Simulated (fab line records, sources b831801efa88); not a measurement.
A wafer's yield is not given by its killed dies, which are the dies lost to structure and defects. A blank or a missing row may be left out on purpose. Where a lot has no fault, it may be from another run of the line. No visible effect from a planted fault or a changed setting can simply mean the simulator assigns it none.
Tool commonality check ; flow gf180mcu ; 14 lots, 48 wafers sampled

== WHAT PROMPTED THE OPENING ==
GF_V1_THK_MEAS_01, reading V1_CVD_00_THK: flagged on 2 of 14 lots. No-fault wafers: 601 nm, standard deviation 8.1.
Rule: flag the lot when none of its wafers has a number, or when each of its wafers that has one lies beyond 4 standard deviations from that mean. The other lots count as sound.

lot;measured;on;V1_CVD_00_THK (nm), wafer by wafer;flag
L440;day 17 00:21;filmMetro-03;611 611 609;
L441;day 17 09:23;filmMetro-03;592 600 604;
L442;day 17 22:48;filmMetro-03;591 588 590;
L443;day 18 06:25;filmMetro-03;597 594 603;
L444;day 18 15:08;filmMetro-01;1208 1181 1210 1207 1182 1211;FLAGGED
L445;day 19 07:59;filmMetro-02;601 594 601;
L449;day 20 11:53;filmMetro-02;603 604 608;
L452;day 21 11:16;filmMetro-01;1140 1176 1148 1141 1175 1147;FLAGGED
L456;day 22 22:17;filmMetro-01;611 607 604;
L457;day 23 08:38;filmMetro-02;602 611 590;
L458;day 24 00:13;filmMetro-03;590 600 603;
L459;day 24 07:17;filmMetro-03;585 607 610;
L460;day 24 13:16;filmMetro-01;605 614 607;
L462;day 25 10:50;filmMetro-03;607 606 601;
On average the flagged lots' numbers are 1177 nm, which is +576 nm against the usual, or +71 standard deviations.

== LOT BY LOT: THE TOOL USED ==
3 process steps preceding the reading are held in the record, out of 602 steps in the route. Each cell gives the tool, then ch followed by the chambers the sampled wafers passed through, then the start.
lot;flag;GF_M1_SPUTTER_02;GF_M1_SPUTTER_03;GF_V1_CVD_00
L440;;pvdSputter-02, day 16 01:18;pvdSputter-02, day 16 01:20;hdpcvd-02 ch 0,1, day 17 00:16
L441;;pvdSputter-03, day 16 10:28;pvdSputter-03, day 16 10:30;hdpcvd-02 ch 0,1,2, day 17 09:19
L442;;pvdSputter-04, day 16 22:52;pvdSputter-04, day 16 22:53;hdpcvd-01 ch 0,1, day 17 22:43
L443;;pvdSputter-02, day 17 05:17;pvdSputter-02, day 17 05:19;hdpcvd-02 ch 0,1,2, day 18 06:21
L444;FLAGGED;pvdSputter-03, day 17 15:17;pvdSputter-03, day 17 15:19;hdpcvd-01 ch 0,1,2, day 18 14:49
L445;;pvdSputter-02, day 17 21:40;pvdSputter-02, day 17 21:42;hdpcvd-02 ch 0,2, day 19 07:55
L449;;pvdSputter-04, day 19 10:26;pvdSputter-04, day 19 10:28;hdpcvd-02 ch 0,1,2, day 20 11:48
L452;FLAGGED;pvdSputter-04, day 20 09:56;pvdSputter-04, day 20 09:58;hdpcvd-01 ch 0,1, day 21 10:57
L456;;pvdSputter-04, day 21 22:26;pvdSputter-04, day 21 22:28;hdpcvd-02 ch 0,1, day 22 22:12
L457;;pvdSputter-04, day 22 08:34;pvdSputter-04, day 22 08:35;hdpcvd-01 ch 0,1,2, day 23 08:34
L458;;pvdSputter-02, day 23 01:22;pvdSputter-02, day 23 01:24;hdpcvd-01 ch 0,1, day 24 00:08
L459;;pvdSputter-02, day 23 08:05;pvdSputter-02, day 23 08:07;hdpcvd-01 ch 0,2, day 24 07:13
L460;;pvdSputter-04, day 23 13:26;pvdSputter-04, day 23 13:28;hdpcvd-01 ch 1,2, day 24 13:11
L462;;pvdSputter-04, day 24 12:07;pvdSputter-04, day 24 12:09;hdpcvd-02 ch 0,1, day 25 10:45
What these steps do:
- GF_M1_SPUTTER_02: material AlCu, target thk 450 nm, time 23.9 s.
- GF_M1_SPUTTER_03: material Ti, target thk 10 nm, time 6.7 s.
- GF_V1_CVD_00: deposits SiO2, target thk 600 nm, time 100 s.
- GF_V1_THK_MEAS_01

== FLAGGED AGAINST TOTAL, ONE TOOL AT A TIME (gauges that did the reading follow at the end) ==
step;tool;lots run;flagged;share of the flagged lots;sound lots run after its first flagged lot
GF_M1_SPUTTER_02;pvdSputter-02;5;0;none;-
GF_M1_SPUTTER_02;pvdSputter-03;2;1;some;0
GF_M1_SPUTTER_02;pvdSputter-04;7;1;some;4 (L456,L457,L460,L462)
GF_M1_SPUTTER_03;pvdSputter-02;5;0;none;-
GF_M1_SPUTTER_03;pvdSputter-03;2;1;some;0
GF_M1_SPUTTER_03;pvdSputter-04;7;1;some;4 (L456,L457,L460,L462)
GF_V1_CVD_00;hdpcvd-01;7;2;all;4 (L457,L458,L459,L460)
GF_V1_CVD_00;hdpcvd-02;7;0;none;-
GF_V1_THK_MEAS_01;filmMetro-01;4;2;all;2 (L456,L460)
GF_V1_THK_MEAS_01;filmMetro-02;3;0;none;-
GF_V1_THK_MEAS_01;filmMetro-03;7;0;none;-

== THE TABLE: WHAT IT ALLOWS ==
2 rows of the table ran every flagged lot: hdpcvd-01 at GF_V1_CVD_00, filmMetro-01 at GF_V1_THK_MEAS_01.
- hdpcvd-01 at GF_V1_CVD_00 ran 7 lots, 2 of them flagged. Sound lots followed the first flagged one (L457, L458, L459, L460) on it, something a lasting fault affecting the whole tool could not allow.
- filmMetro-01 at GF_V1_THK_MEAS_01 ran 4 lots, 2 of them flagged. Sound lots followed the first flagged one (L456, L460) on it, something a lasting fault affecting the whole tool could not allow.
Not one row of the table ran every flagged lot while running no sound lot after the first.

== WHAT THE SIMULATOR HAD INSERTED ==
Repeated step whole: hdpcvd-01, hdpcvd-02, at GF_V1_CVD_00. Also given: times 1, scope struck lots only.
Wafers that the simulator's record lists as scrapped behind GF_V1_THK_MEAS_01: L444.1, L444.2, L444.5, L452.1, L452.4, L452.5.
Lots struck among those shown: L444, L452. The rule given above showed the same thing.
